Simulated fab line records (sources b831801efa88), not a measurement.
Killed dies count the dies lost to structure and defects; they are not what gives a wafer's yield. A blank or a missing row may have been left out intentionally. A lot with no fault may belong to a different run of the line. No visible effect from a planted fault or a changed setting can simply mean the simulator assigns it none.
fab line records    flow sky130
record: lots: 6  wafers: 18  last-day: 50
route steps=708 shown NWELL@63 PAD_OPEN@708
lots untouched by any fault: they come from a run of this same line in which no faults occurred
start-h: hours from the record's first day to the start of the lot's first wafer shown    wait-h: how many hours have passed since the lot's step before this one    " as in the row above    L1.1+2: one row covering several wafers at once    - no value, or no start given    * or withheld: withheld    < > ~ a bound
route shown NAME@n: names a module that has steps shown in the file, with the first one's number in the route    usual: the fault-free wafers' mean and standard deviation    same: alike in all rows    chamber/n: place in a boat    sites: each site's reading    _std_site: standard deviation of those values    _edge_site: the outer-site mean with the inner-site mean subtracted    radius-mm: how far each site lies from the wafer's centre    mask NAME#n: copy n    behind: tool/chamber where the wafer was last shaped    hold: the reason the lot was held/the length of the hold in hours/how it ended    device: whichever transistor did not switch (one of n, p or np)    end of line: the tests these same wafers got at the end of their route    where a step has no rows: the recipe by itself    killed: not the wafer's yield, but the dies lost to structure and defects at the first sort    map: per-die view of a wafer (x killed, . not killed, _ where there is no die)
set.NAME: the run value of the setting; set.NAME@STEP: its run value at that earlier step    model.NAME: the simulator's own value behind a step, which no gauge read
a table for each step, a row for each wafer; lots at some steps of the route
services: from which hour (start-h, from the record's first day; less than 0 if before it) a tool's chamber was out of use, for how many hours, and why
== steps ==
step: SKY_NWELL_OVL_MEAS_10
usual: NWELL_00_OVL: 0.8/1.3
lot.wafer  tool        chamber  start-h  wait-h  NWELL_00_OVL[nm]
L592.1     overlay-01  -        89.19    -       2.2
L592.3     "           -        "        "       2.7
L592.5     "           -        "        "       1.9
L600.2     overlay-02  -        138.75   -       0.3
L600.3     "           -        "        "       -1.9
L600.4     "           -        "        "       -0.9
L601.1     overlay-02  -        142.79   -       2.5
L601.5     "           -        "        "       2.3
L601.6     "           -        "        "       0.0
L608.1     overlay-02  -        183.14   -       2.7
L608.4     "           -        "        "       2.7
L608.6     "           -        "        "       -0.1
L612.1     overlay-01  -        212.90   -       2.2
L612.4     "           -        "        "       0.7
L612.6     "           -        "        "       1.0
L613.1     overlay-01  -        220.25   -       -1.8
L613.2     "           -        "        "       -2.7
L613.4     "           -        "        "       1.0
step: SKY_NWELL_IMPLANT_11
recipe: species: P  energy-kev: 403.5  dose-cm2: 1.9e+13  tilt-deg: withheld
step: SKY_NWELL_IMPLANT_12
recipe: species: P  energy-kev: 120  dose-cm2: 1.3e+12  tilt-deg: withheld
step: SKY_NWELL_IMPLANT_13
recipe: species: P  energy-kev: 50  dose-cm2: 7e+11  tilt-deg: withheld
step: SKY_NWELL_STRIP_14
recipe: chemistry: O2/N2  power-w: 1400  pressure-mtorr: 1500  platen-temp-c: withheld  o2-flow-sccm: 3000  n2-flow-sccm: 300  overash-fraction: 0.5
usual: drypump-motor-current-A: 5.6/0.5  oes-product-au: 0.722/0.0043  strip-time-to-endpoint-s: 36.94/0.11
lot.wafer  tool             chamber  start-h  wait-h  drypump-motor-current-A  oes-product-au  rf-hours-counter-h  strip-time-to-endpoint-s
L592.1     plasma-asher-04  1        89.67    0.1     4.9                      0.728           40                  36.83
L592.3     "                1        "        "       4.9                      0.724           -                   36.89
L592.5     "                0        "        "       5.8                      0.723           -                   36.89
L600.2     plasma-asher-03  0        139.23   0.1     5.6                      0.724           46                  36.70
L600.3     "                1        "        "       6.3                      0.717           -                   36.71
L600.4     "                0        "        "       5.6                      0.720           -                   36.82
L601.1     plasma-asher-04  0        143.27   0.1     5.8                      0.724           46                  36.95
L601.5     "                1        "        "       4.9                      0.729           -                   37.05
L601.6     "                0        "        "       5.8                      0.716           -                   37.02
L608.1     plasma-asher-01  0        183.62   0.1     6.2                      0.722           36                  36.88
L608.4     "                1        "        "       5.5                      0.719           -                   36.99
L608.6     "                0        "        "       6.2                      0.724           -                   36.98
L612.1     plasma-asher-04  1        213.39   0.1     4.9                      0.717           53                  37.11
L612.4     "                0        "        "       5.8                      0.720           -                   37.15
L612.6     "                0        "        "       5.9                      0.723           -                   37.22
L613.1     plasma-asher-04  0        220.74   0.1     5.8                      0.729           54                  36.97
L613.2     "                1        "        "       4.9                      0.727           54                  36.92
L613.4     "                1        "        "       4.9                      0.727           -                   36.89
step: SKY_NWELL_TW_MEAS_15
usual: NWELL_TW: 1816/20
lot.wafer  tool           chamber  start-h  wait-h  NWELL_TW
L592.1     film-metro-02  -        89.77    0.1     1821
L592.3     "              -        "        "       1816
L592.5     "              -        "        "       1816
L600.2     film-metro-02  -        139.34   0.1     1824
L600.3     "              -        "        "       1821
L600.4     "              -        "        "       1810
L601.1     film-metro-03  -        143.37   0.1     1773
L601.5     "              -        "        "       1775
L601.6     "              -        "        "       1774
L608.1     film-metro-04  -        183.72   0.1     1824
L608.4     "              -        "        "       1822
L608.6     "              -        "        "       1826
L612.1     film-metro-04  -        213.49   0.1     1846
L612.4     "              -        "        "       1842
L612.6     "              -        "        "       1847
L613.1     film-metro-03  -        220.84   0.1     1814
L613.2     "              -        "        "       1804
L613.4     "              -        "        "       1805
step: SKY_NWELL_DEHYDRATE_16
recipe: temp-c: 200  time-s: 60
step: SKY_NWELL_HMDS_17
recipe: prime-time-s: 60  prime-temp-c: 120
step: SKY_NWELL_COAT_18
recipe: spin-rpm: 2000  resist-thk-nm: 3000
step: SKY_NWELL_SOFTBAKE_19
recipe: temp-c: 110  time-s: withheld
step: SKY_NWELL_EXPOSE_20
recipe: mask-id: NWM_COMPLEMENT  na: 0.6  source-shape: conventional  sigma-outer: 0.6  polarization: unpolarized  target-cd-nm: 840  dose-mj: 260
step: SKY_NWELL_PEB_21
recipe: temp-c: 115  time-s: withheld
step: SKY_NWELL_DEVELOP_22
recipe: wall-angle-deg: 90  developer: TMAH  develop-time-s: 60  dev-temp-c: 23
lot.wafer   tool            chamber  start-h  wait-h
L592.1+3+5  litho-track-04  0        106      -
L600.2+3+4  litho-track-04  0        158      -
L601.1+5+6  litho-track-04  0        162      -
L608.1+4+6  litho-track-01  0        205      -
L612.1+4+6  litho-track-01  0        236      -
L613.1+2+4  litho-track-04  0        243      -
step: SKY_NWELL_OVL_MEAS_23
usual: NWELL_01_OVL: 0.6/1.4
lot.wafer  tool        chamber  start-h  wait-h  NWELL_01_OVL[nm]
L592.1     overlay-02  -        106.95   -       0.9
L592.3     "           -        "        "       2.1
L592.5     "           -        "        "       -1.4
L600.2     overlay-01  -        159.00   -       -
L600.3     "           -        "        "       -
L600.4     "           -        "        "       -
L601.1     overlay-01  -        162.40   -       -
L601.5     "           -        "        "       -
L601.6     "           -        "        "       -
L608.1     overlay-01  -        205.50   -       2.0
L608.4     "           -        "        "       0.8
L608.6     "           -        "        "       2.3
L612.1     overlay-01  -        236.25   -       2.4
L612.4     "           -        "        "       3.2
L612.6     "           -        "        "       3.0
L613.1     overlay-02  -        244.05   -       -1.8
L613.2     "           -        "        "       -1.3
L613.4     "           -        "        "       0.0
step: SKY_NWELL_IMPLANT_24
recipe: species: B  energy-kev: 140  dose-cm2: 9.2e+12  tilt-deg: withheld
step: SKY_NWELL_STRIP_25
recipe: chemistry: O2/N2  power-w: 1400  pressure-mtorr: 1500  platen-temp-c: withheld  o2-flow-sccm: 3000  n2-flow-sccm: 300  overash-fraction: 0.5
usual: drypump-motor-current-A: 5.7/0.48  oes-product-au: 0.723/0.0046  strip-time-to-endpoint-s: 36.95/0.1
lot.wafer  tool             chamber  start-h  wait-h  drypump-motor-current-A  oes-product-au  rf-hours-counter-h  strip-time-to-endpoint-s
L592.1     plasma-asher-03  0        107.13   0.1     5.6                      0.731           43                  36.79
L592.3     "                1        "        "       6.4                      0.717           -                   36.84
L592.5     "                1        "        "       6.4                      0.726           -                   36.80
L600.2     plasma-asher-01  1        159.18   0.1     5.6                      0.714           33                  36.96
L600.3     "                1        "        "       5.5                      0.722           -                   36.88
L600.4     "                0        "        "       6.2                      0.712           -                   36.91
L601.1     plasma-asher-04  0        162.58   0.1     5.8                      0.724           48                  37.00
L601.5     "                0        "        "       5.8                      0.724           -                   37.01
L601.6     "                1        "        "       4.9                      0.715           -                   37.05
L608.1     plasma-asher-03  0        205.69   0.1     5.6                      0.723           52                  36.98
L608.4     "                0        "        "       5.6                      0.728           -                   36.78
L608.6     "                1        "        "       6.3                      0.729           -                   36.86
L612.1     plasma-asher-01  1        236.44   0.1     5.6                      0.725           41                  36.97
L612.4     "                0        "        "       6.2                      0.721           -                   36.99
L612.6     "                0        "        "       6.2                      0.717           -                   37.02
L613.1     plasma-asher-03  1        244.23   0.1     6.3                      0.714           55                  36.98
L613.2     "                0        "        "       5.6                      0.719           55                  37.07
L613.4     "                1        "        "       6.3                      0.720           -                   37.05
step: SKY_NWELL_TW_MEAS_26
usual: NWELL_2_TW: 495/5.4
lot.wafer  tool           chamber  start-h  wait-h  hold                      NWELL_2_TW
L592.1     film-metro-02  -        107.23   0.1     -                         493
L592.3     "              -        "        "       -                         496
L592.5     "              -        "        "       -                         497
L600.2     film-metro-02  -        159.29   0.1     await-dispo/0.2h/release  30
L600.3     "              -        "        "       await-dispo/0.2h/release  30
L600.4     "              -        "        "       await-dispo/0.2h/release  30
L600.2     film-metro-02  -        159.55   0.3     -                         30
L600.3     "              -        "        "       -                         30
L600.4     "              -        "        "       -                         30
L601.1     film-metro-04  -        162.68   0.1     await-dispo/0.2h/release  31
L601.5     "              -        "        "       await-dispo/0.2h/release  31
L601.6     "              -        "        "       await-dispo/0.2h/release  30
L601.1     film-metro-04  -        162.91   0.2     -                         30
L601.5     "              -        "        "       -                         30
L601.6     "              -        "        "       -                         30
L608.1     film-metro-02  -        205.79   0.1     -                         498
L608.4     "              -        "        "       -                         501
L608.6     "              -        "        "       -                         494
L612.1     film-metro-04  -        236.54   0.1     -                         497
L612.4     "              -        "        "       -                         493
L612.6     "              -        "        "       -                         496
L613.1     film-metro-03  -        244.33   0.1     -                         490
L613.2     "              -        "        "       -                         487
L613.4     "              -        "        "       -                         492
step: SKY_PAD_OPEN_PROBE_99
usual: defect-limited-yield: 81.9/1.9  killed_at_M0_to_M3: 45/7.9  killed_at_M4_up: 2.9/1.8  killed-at-contacts: 25/5.5  killed-at-front-end: 16/4.4  killed-dies: 89/9.4  killed-open: 49/6.8  killed-short: 40/6.3  sort_bin_3_pad_short: 0.9/0.41  sort_bin_5_function: 10.8/1.5  sort_bin_6_memory: 6.4/1.2  sort-n-pass: 403/9.4  sort-yield-pct: 81.9/1.9
same: gross-dies: 492  killed-at-back-side: 0  killed-at-other: 0  sort_bin_4_leakage[%]: 0  sort_bin_8_speed[%]: 0
lot.wafer  tool       chamber  start-h  wait-h  defect-limited-yield[%]  killed_at_M0_to_M3  killed_at_M4_up  killed-at-contacts  killed-at-front-end  killed-dies  killed-open  killed-short  sort_bin_3_pad_short[%]  sort_bin_5_function[%]  sort_bin_6_memory[%]  sort-n-pass  sort-yield-pct[%]
L592.1     prober-02  -        1074.47  0.1     81.5                     43                  4                24                  20                   91           47           43            1.6                      11.2                    5.7                   401          81.5
L592.3     prober-02  -        1074.57  0.2     83.7                     36                  7                27                  10                   80           41           39            0.6                      10.8                    4.9                   412          83.7
L592.5     prober-02  -        1074.67  0.2     83.5                     32                  7                24                  18                   81           43           38            0.4                      11.6                    4.5                   411          83.5
L608.1     prober-01  -        1174.88  0.1     76.4                     50                  2                36                  28                   116          62           53            1.2                      12.4                    10.0                  376          76.4
L608.4     prober-01  -        1175.03  0.2     79.7                     45                  1                35                  19                   100          60           40            0.8                      11.2                    8.3                   392          79.7
L608.6     prober-01  -        1175.13  0.2     80.7                     41                  2                33                  19                   95           52           43            1.0                      11.2                    7.1                   397          80.7
L612.1     prober-01  -        1188.67  0.1     81.7                     51                  4                27                  8                    90           47           43            0.4                      10.8                    7.1                   402          81.7
L612.4     prober-01  -        1188.82  0.2     79.3                     54                  5                26                  17                   102          56           46            1.2                      10.0                    9.6                   390          79.3
L612.6     prober-01  -        1188.92  0.2     78.7                     53                  3                29                  20                   105          57           48            0.8                      12.8                    7.7                   387          78.7
L613.1     prober-02  -        1210.83  0.1     82.9                     39                  1                25                  19                   84           46           38            0.6                      11.6                    4.9                   408          82.9
L613.2     prober-02  -        1210.88  0.1     81.5                     41                  3                37                  10                   91           48           43            0.4                      10.8                    7.3                   401          81.5
L613.4     prober-02  -        1210.98  0.2     79.1                     56                  2                26                  19                   103          63           39            1.0                      11.0                    8.9                   389          79.1
killed by level:class
L592.1 LI_CONTACT:geometric-particle:open=10 METAL1:geometric-particle:short=7 VIA3:geometric-particle:open=7 POLY_GATE:geometric-particle:open=6 VIA1:geometric-particle:short=6 VIA1:geometric-particle:open=6 POLY_GATE:geometric-particle:short=5 LOCAL_INTERCONNECT:geometric-particle:short=4
L592.3 VIA3:geometric-particle:open=9 LI_CONTACT:geometric-particle:open=8 VIA1:geometric-particle:open=7 LI_CONTACT:geometric-particle:short=5 CONTACT:geometric-particle:short=5 CONTACT:geometric-particle:open=5 METAL1:geometric-particle:short=5 METAL4:geometric-particle:short=5
L592.5 CONTACT:geometric-particle:open=9 VIA1:geometric-particle:open=8 FIELD_ISO:geometric-particle:open=6 LI_CONTACT:geometric-particle:open=5 METAL2:geometric-particle:short=5 POLY_GATE:geometric-particle:short=4 LI_CONTACT:geometric-particle:short=4 CONTACT:geometric-particle:short=4
L608.1 VIA3:geometric-particle:open=10 LI_CONTACT:geometric-particle:open=10 VIA1:geometric-particle:open=10 CONTACT:geometric-particle:open=10 CONTACT:geometric-particle:short=7 POLY_GATE:geometric-particle:open=6 POLY_GATE:geometric-particle:short=6 VIA1:geometric-particle:short=6
L608.4 LI_CONTACT:geometric-particle:open=12 CONTACT:geometric-particle:open=12 VIA1:geometric-particle:open=10 POLY_GATE:geometric-particle:open=6 METAL2:geometric-particle:short=6 METAL1:geometric-particle:short=5 VIA2:geometric-particle:open=5 VIA3:geometric-particle:open=5
L608.6 CONTACT:geometric-particle:open=12 LI_CONTACT:geometric-particle:open=8 VIA2:geometric-particle:open=7 METAL1:geometric-particle:short=7 VIA1:geometric-particle:open=7 FIELD_ISO:geometric-particle:short=6 FIELD_ISO:geometric-particle:open=5 LOCAL_INTERCONNECT:geometric-particle:short=5
L612.1 CONTACT:geometric-particle:open=11 METAL2:geometric-particle:short=10 VIA1:geometric-particle:open=8 LOCAL_INTERCONNECT:geometric-particle:short=6 VIA2:geometric-particle:short=5 LI_CONTACT:geometric-particle:open=5 CONTACT:geometric-particle:short=5 METAL1:geometric-particle:short=5
L612.4 CONTACT:geometric-particle:open=14 VIA1:geometric-particle:open=13 METAL2:geometric-particle:short=10 LI_CONTACT:geometric-particle:open=8 POLY_GATE:geometric-particle:short=5 METAL1:geometric-particle:short=5 VIA2:geometric-particle:open=5 VIA3:geometric-particle:open=5
L612.6 VIA1:geometric-particle:open=16 LI_CONTACT:geometric-particle:open=9 METAL1:geometric-particle:short=9 CONTACT:geometric-particle:open=9 METAL2:geometric-particle:short=7 POLY_GATE:geometric-particle:short=6 VIA2:geometric-particle:open=6 LOCAL_INTERCONNECT:geometric-particle:short=5
L613.1 FIELD_ISO:geometric-particle:open=10 CONTACT:geometric-particle:open=8 METAL1:geometric-particle:short=7 LI_CONTACT:geometric-particle:open=6 VIA2:geometric-particle:open=6 VIA1:geometric-particle:open=6 FIELD_ISO:geometric-particle:short=5 CONTACT:geometric-particle:short=5
L613.2 VIA1:geometric-particle:open=14 CONTACT:geometric-particle:open=12 LOCAL_INTERCONNECT:geometric-particle:short=9 LI_CONTACT:geometric-particle:short=6 LI_CONTACT:geometric-particle:open=6 METAL1:geometric-particle:short=5 VIA3:geometric-particle:short=5 VIA3:geometric-particle:open=5
L613.4 VIA1:geometric-particle:open=21 LI_CONTACT:geometric-particle:open=10 VIA3:geometric-particle:open=7 CONTACT:geometric-particle:open=7 CONTACT:geometric-particle:short=5 FIELD_ISO:geometric-particle:short=4 FIELD_ISO:geometric-particle:open=4 POLY_GATE:geometric-particle:short=4
== services ==
tool             chamber  start-h  hours  kind
plasma-asher-01  -        143.17   5.7    repair
plasma-asher-01  -        149.24   7.1    repair
plasma-asher-01  -        210.37   3.9    repair
plasma-asher-03  -        214.46   12.2   repair
== key ==
first-sign: step: SKY_NWELL_OVL_MEAS_23  reading: NWELL_01_OVL  direction: missing
effect: step: SKY_NWELL_TW_MEAS_26  reading: visit  direction: added
effect: step: SKY_NWELL_TW_MEAS_26  reading: NWELL_2_TW  direction: down  sigmas: 85  usual: 495  struck: 30
met-at SKY_NWELL_DEVELOP_22
struck-wafers L600.2,L600.3,L600.4,L601.1,L601.5,L601.6
scrapped-behind SKY_NWELL_TW_MEAS_26 L600.2,L600.3,L600.4,L601.1,L601.5,L601.6
onset-between 106 158
fault: kind: process-parameter-drift  tool: litho-track-04  chamber: -  onset-h: 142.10  steps: SKY_NWELL_DEVELOP_22  channel: develop-time-s  offset: *  shape: step  end-h: 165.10  acts-in: *  stated: *
